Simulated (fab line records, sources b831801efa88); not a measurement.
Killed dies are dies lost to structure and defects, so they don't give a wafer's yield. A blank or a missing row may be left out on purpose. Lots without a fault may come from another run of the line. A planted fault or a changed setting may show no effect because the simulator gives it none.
Which tool did it? | flow sky130 | 7 lots, 21 wafers sampled, at 2 steps of a route of 708

WHAT THE GAUGES READ, wafer by wafer
SKY_NWELL_RS_MEAS_29: measures by four-point-probe.
lot  | measured     | on            | NWELL_RS (ohm/sq)
L141 | day 5 23:49  | film_metro-02 | 621.6 622.4 620.6
L143 | day 6 09:45  | film_metro-04 | 650.8 652.7 651.6
L151 | day 8 09:53  | film_metro-02 | 621.3 621.3 621.3
L153 | day 8 23:41  | film_metro-01 | 623.5 623.4 622.8
L156 | day 9 18:28  | film_metro-01 | 628.0 628.4 627.2
L159 | day 10 06:31 | film_metro-02 | 622.4 622.0 624.6
L162 | day 11 02:46 | film_metro-04 | 622.8 622.4 621.7

WHICH TOOL RAN EACH LOT (tool, then ch and the chambers of the sampled wafers, then the start)
lot  | SKY_NWELL_IMPLANT_13
L141 | implanter-01 ch 0, day 5 04:20
L143 | implanter-01, day 5 14:02
L151 | implanter-01 ch 0, day 7 13:36
L153 | implanter-03 ch 0, day 8 03:23
L156 | implanter-01 ch 0, day 8 20:42
L159 | implanter-01 ch 0, day 9 08:17
L162 | implanter-02 ch 0, day 10 03:59
- SKY_NWELL_IMPLANT_13

THE ANSWER, worked out from the rows above alone
Rule: what is usual is taken from the lots themselves. Put in order of their means at a reading, lots are off if they are a third of the lots or fewer, leave a main group of 4 or more, and stand apart from it by a gap of 3 or more times the standard deviation of the main group's means; of several such gaps the widest counts. A main group whose means are all the same, to the digits that the tables above print for the reading, isn't used. A lot without any number at a reading at which 4 lots or more have one is off too. The other lots that the step has rows for count as sound.
Off: L143, at SKY_NWELL_RS_MEAS_29 (NWELL_RS). The main group: mean 623.2 ohm/sq, standard deviation 2.2.
A tool fits if, at a process step before that reading, it ran every lot that is off, and no sound lot after the first of them. The gauges at SKY_NWELL_RS_MEAS_29 are tried like those tools. None of those tried fits.

WHAT THE SIMULATOR HAD PUT IN
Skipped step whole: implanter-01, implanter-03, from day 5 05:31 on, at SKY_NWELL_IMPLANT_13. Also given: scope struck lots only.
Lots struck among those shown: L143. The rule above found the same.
